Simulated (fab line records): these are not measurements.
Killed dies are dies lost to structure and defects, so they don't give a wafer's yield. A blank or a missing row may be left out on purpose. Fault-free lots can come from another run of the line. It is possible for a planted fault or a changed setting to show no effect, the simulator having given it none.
A single fault, viewed from 2 desks / flow sky130 / each desk holds nothing but its own numbers, with what lay behind them at the end

## THE METROLOGY DESK
What the gauges read for every lot (on any tool): the sampled wafers with a number, averaged. The brackets show how far a lot's mean lies from the usual mean; more than 4 standard deviations puts the lot out of limits, marked OUT.
Columns: A = VIA1_OVL at SKY_VIA1_OVL_MEAS_13, usual -2 nm; B = cd-nm at SKY_METAL2_CD_MEAS_15, usual 139.8 nm; C = CAPM_TIN_THK at SKY_CAPM_THK_MEAS_04, usual 196.3 nm
lot=L513; first seen here=day 34 06:25; A=2; B=140.9; C=194.0
lot=L514; first seen here=day 34 20:10; A=-2; B=139.1; C=195.5
lot=L515; first seen here=day 34 22:17; A=-1; B=139.6; C=197.1
lot=L516; first seen here=day 34 23:52; A=-1; B=140.2; C=194.3
lot=L517; first seen here=day 35 07:52; A=-5; B=140.1; C=195.5
lot=L518; first seen here=day 35 21:59; A=0; B=141.4; C=197.4
lot=L521; first seen here=day 36 23:54; A=-2; B=141.9; C=197.1
lot=L526; first seen here=day 38 07:03; A=-2; B=140.3; C=198.0
lot=L527; first seen here=day 38 17:13; A=4; B=140.2; C=195.8
lot=L528; first seen here=day 39 00:02; A=-2; B=139.8; C=199.6
lot=L532; first seen here=day 39 21:34; A=3; B=140.1; C=195.9
lot=L534; first seen here=day 41 00:43; A=-3; B=137.9; C=192.2
lot=L536; first seen here=day 41 02:46; A=-4; B=141.5; C=194.0
This desk's finding: nothing out of limits on any of the 13 lots.

## AT THE TOOL OWNER'S DESK: litho-track-04
Per lot that ran on this tool, the mean of the sampled wafers carrying a number, from the tool's own readings at SKY_VIA3_SOFTBAKE_08 (time 90 s). The brackets show how far a lot's mean lies from the usual mean; more than 4 standard deviations puts the lot out of limits, marked OUT.
Columns: A = chill-plate-temp-C at SKY_VIA3_SOFTBAKE_08, usual 22.99 C; B = heater-power-total-W at SKY_VIA3_SOFTBAKE_08, usual 57.36 W; C = resist-line-temp-C at SKY_VIA3_SOFTBAKE_08, usual 23.03 C; D = run-length-s at SKY_VIA3_SOFTBAKE_08, usual 118.89 s
lot=L517; first seen here=day 40 08:00; A=22.89; B=57.37; C=23.03; D=119.10
lot=L527; first seen here=day 43 12:00; A=22.91; B=58.98 (+13) OUT; C=23.05; D=111.78 (-34) OUT
lot=L528; first seen here=day 43 19:00; A=23.07; B=58.86 (+13) OUT; C=23.01; D=111.59 (-35) OUT
Finding of this desk: L527, L528 out of limits; the first was L527 at day 43 12:00, on heater-power-total-W at SKY_VIA3_SOFTBAKE_08. In limits: L517.

## BROUGHT TOGETHER
On L527, L528, at day 43 12:00, an alarm was possible from the tool owner's desk.
From the metrology desk's view, nothing was out of limits.
The metrology desk holds a record of L527, L528, inside its limits.
Of the lots named, all ran SKY_VIA3_SOFTBAKE_08 on litho-track-04.

## WHAT THE SIMULATOR HAD PUT IN
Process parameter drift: litho-track-04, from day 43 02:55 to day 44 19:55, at SKY_VIA3_SOFTBAKE_08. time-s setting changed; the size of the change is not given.
Lots struck among those shown: L527, L528.
Hours from the fault's start to each desk's first reading out of limits: the tool owner's desk, 9.
